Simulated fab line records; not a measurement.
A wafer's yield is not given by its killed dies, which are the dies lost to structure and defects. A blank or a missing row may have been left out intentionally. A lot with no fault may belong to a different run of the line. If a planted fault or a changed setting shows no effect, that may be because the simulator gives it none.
Matching of chambers || flow sky130 || SKY_FIELD_ISO_ETCH_17 on rie-si-01: 4 sister chambers
The step etches Si in HBr/Cl2/O2, target depth 342 nm, time 97.7 s. 4 wafers are shown with their chamber, then 7 later ones without.

== WAFERS PAIRED WITH THEIR CHAMBERS ==
{"wafer": "L105.1", "chamber": 3, "drypump-motor-current-A (A)": 6.0}
{"wafer": "L105.3", "chamber": 0, "drypump-motor-current-A (A)": 5.3}
{"wafer": "L109.2", "chamber": 1, "drypump-motor-current-A (A)": 5.4}
{"wafer": "L109.3", "chamber": 2, "drypump-motor-current-A (A)": 6.2}

== WAFERS MISSING THEIR CHAMBER ==
{"wafer": "L109.4", "drypump-motor-current-A (A)": 6.1}
{"wafer": "L112.2", "drypump-motor-current-A (A)": 5.3}
{"wafer": "L112.5", "drypump-motor-current-A (A)": 6.1}
{"wafer": "L112.6", "drypump-motor-current-A (A)": 5.3}
{"wafer": "L114.2", "drypump-motor-current-A (A)": 6.2}
{"wafer": "L114.3", "drypump-motor-current-A (A)": 6.0}
{"wafer": "L114.4", "drypump-motor-current-A (A)": 5.4}

== WHICH CHAMBER EACH ONE RAN IN ==
{"wafer": "L109.4", "from the rows above": "can't be placed: 3 or 2", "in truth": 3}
{"wafer": "L112.2", "from the rows above": "can't be placed: 0 or 1", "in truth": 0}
{"wafer": "L112.5", "from the rows above": "can't be placed: 3 or 2", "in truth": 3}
{"wafer": "L112.6", "from the rows above": "can't be placed: 0 or 1", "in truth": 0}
{"wafer": "L114.2", "from the rows above": 2, "in truth": 2}
{"wafer": "L114.3", "from the rows above": 3, "in truth": 3}
{"wafer": "L114.4", "from the rows above": "can't be placed: 1 or 0", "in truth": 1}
Placed correctly: 2 of 7. Unplaceable from these rows: 5, with the true chamber sitting among the candidates in 5. Wrongly placed: 0.
How it was worked out, from the rows above alone: a wafer's distance from a chamber is the root of the sum, over the readings, of the square of ((its reading less the chamber's mean) divided by the reading's scatter). If the next closest chamber is less than 2 further off than the closest, the wafer can't be placed; otherwise it belongs to the closest. For every chamber, the mean is computed from those of its wafers that are shown. The scatter: with one shown wafer a chamber, the root of the mean of the squares of how far each hidden wafer lies from its nearest shown one.
